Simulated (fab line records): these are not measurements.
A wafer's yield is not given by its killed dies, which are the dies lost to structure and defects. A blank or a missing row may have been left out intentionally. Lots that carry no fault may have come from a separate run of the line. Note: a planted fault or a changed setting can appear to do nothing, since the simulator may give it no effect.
A struck lot beside a sound one + flow sky130 + 23 steps out of a route of 708
Sound: the wafers L516.3, L516.4, L516.5. The struck wafers were L535.1, L535.2, L535.6. The cause is named last.
At each step with rows: each side's tool, then ch and its chambers, then its first start. Under that, the readings that differ: sound wafers + struck wafers + difference of the means + sigmas: that difference in standard deviations of wafers without a fault.
alike: readings whose means differ by less than 2 such deviations, and words and numbers that are the same on both sides. not compared: withheld readings, readings that some wafer has no value for, bounds like >300 that may hide the same value, and numbers for which the record gives no deviation and whose values overlap.
A row with sigmas, a row that says differs or no value, or rows on one side alone: a step with any of these is where the two part. Numbers that have no deviation but don't overlap get no sigmas and don't part them. Lack of a reading on every wafer of one side parts them only where that side has two or more wafers.

SKY_METAL3_ETCH_17: etches SiO2 in C4F8/O2/Ar, stops on TiN, time 3.9 s, target depth 15 nm.
  sound on rie-diel-03 ch 1,2, day 39 12:07; struck on rie-diel-01 ch 0,2,3, day 44 04:33
  alike: oes-product-au
  not compared: rf-hours-counter-h
SKY_METAL3_METAL_ETCH_18: etches the open film in Cl2/BCl3, stops on SiO2, target depth 845 nm, time 183.1 s.
  sound on rie-metal-02 ch 0,1, day 39 12:12; struck on rie-metal-02 ch 0,1, day 44 04:34
  alike: drypump-motor-current-A, oes-product-au, throttle-valve-pct
  not compared: rf-hours-counter-h
SKY_METAL3_STRIP_19: strips in O2/N2.
  sound on plasma-asher-01 ch 0,1, day 39 12:21; struck on plasma-asher-03 ch 0,1, day 44 04:44
  alike: drypump-motor-current-A, o2-flow-sccm, oes-product-au, strip-time-to-endpoint-s
  not compared: rf-hours-counter-h
then, 4 steps without rows for these wafers: SKY_METAL3_STRIP_20 (strips in post etch residue remover, time 1200 s); SKY_METAL3_CLEAN_21 (cleans in IPA, time 180 s); SKY_METAL3_CLEAN_22 (cleans in O3/DIW); SKY_VIA3_HDPCVD_00 (deposits SiO2, target thk 1635 nm, time 272.5 s).
SKY_VIA3_THK_MEAS_01:
  struck on film-metro-04, day 44 05:30; sound on film-metro-02, day 39 13:08
  alike: VIA3_HDPCVD_THK
SKY_VIA3_CMP_02: polishes SiO2.
  sound on cmp-02 ch 0,2, day 39 13:10; struck on cmp-02 ch 1,2,3, day 44 05:37
  alike: motor-current-A
SKY_VIA3_BOW_MEAS_03:
  struck on film-metro-04, day 44 05:52; sound on film-metro-04, day 39 13:31
  alike: VIA3_BOW
then, 2 steps without rows for these wafers: SKY_VIA3_DEHYDRATE_04 (time 60 s); SKY_VIA3_HMDS_05 (prime time 60 s).
SKY_VIA3_COAT_06: resist thk 60 nm.
  sound on litho-track-02 ch 0, day 40 01:58; struck on litho-track-02 ch 0, day 44 17:13
| reading              | sound                | struck               | difference | sigmas      |
|----------------------|----------------------|----------------------|------------|-------------|
| spin-speed-rpm (rpm) | 2999.9 2998.8 3000.7 | 2645.6 2646.6 2644.5 | -354.2     | -99 or more |
  not compared: resist-line-temp-C
then, 5 steps without rows for these wafers: SKY_VIA3_COAT_07 (resist thk 450 nm); SKY_VIA3_SOFTBAKE_08 (time 90 s); SKY_VIA3_EXPOSE_09 (exposes mask VIM3, target cd 200 nm); SKY_VIA3_PEB_10; SKY_VIA3_DEVELOP_11 (develop time 60 s).
SKY_VIA3_CD_MEAS_12 targets a cd of 200 nm.
  struck on cd-sem-02, day 45 04:40; sound on cd-sem-02, day 40 13:55
  alike: cd-nm
SKY_VIA3_OVL_MEAS_13:
  struck on overlay-01, day 45 04:47; sound on overlay-02, day 40 14:00
  alike: VIA3_OVL
SKY_VIA3_ETCH_14: etches BARC in N2/H2, stops on SiO2, time 45.9 s, target depth 60 nm.
  sound on rie-diel-04 ch 0,1,2, day 40 14:02; struck on rie-diel-04 ch 1,2,3, day 45 04:49
| reading                  | sound             | struck            | difference | sigmas |
|--------------------------|-------------------|-------------------|------------|--------|
| oes-product-au (a.u.)    | 0.858 0.854 0.854 | 0.888 0.881 0.892 | +0.032     | +7     |
| model.etch.depth-nm (nm) | 59.9 59.68 59.81  | 63.85 64.07 63.75 | +4.09      |        |
  alike: drypump-motor-current-A, throttle-valve-pct
  not compared: rf-hours-counter-h
SKY_VIA3_ETCH_15: etches SiO2 in C4F8/O2/Ar, stops on TiN, target depth 507 nm, time 78 s.
  sound on rie-diel-04 ch 0,1,2, day 40 14:04; struck on rie-diel-04 ch 1,2,3, day 45 04:52
  alike: oes-product-au
  not compared: rf-hours-counter-h
SKY_PAD_OPEN_PROBE_99:
  the record holds rows for the sound wafers here (prober-02, day 46 16:44) but none for the struck ones

WHERE THEY PART
Last at SKY_PAD_OPEN_PROBE_99 as far as this record goes, first at SKY_VIA3_COAT_06.

WHY: what had been put in by the simulator
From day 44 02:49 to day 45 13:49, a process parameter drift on litho-track-02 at SKY_VIA3_COAT_06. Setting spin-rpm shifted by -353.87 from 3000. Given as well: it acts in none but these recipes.
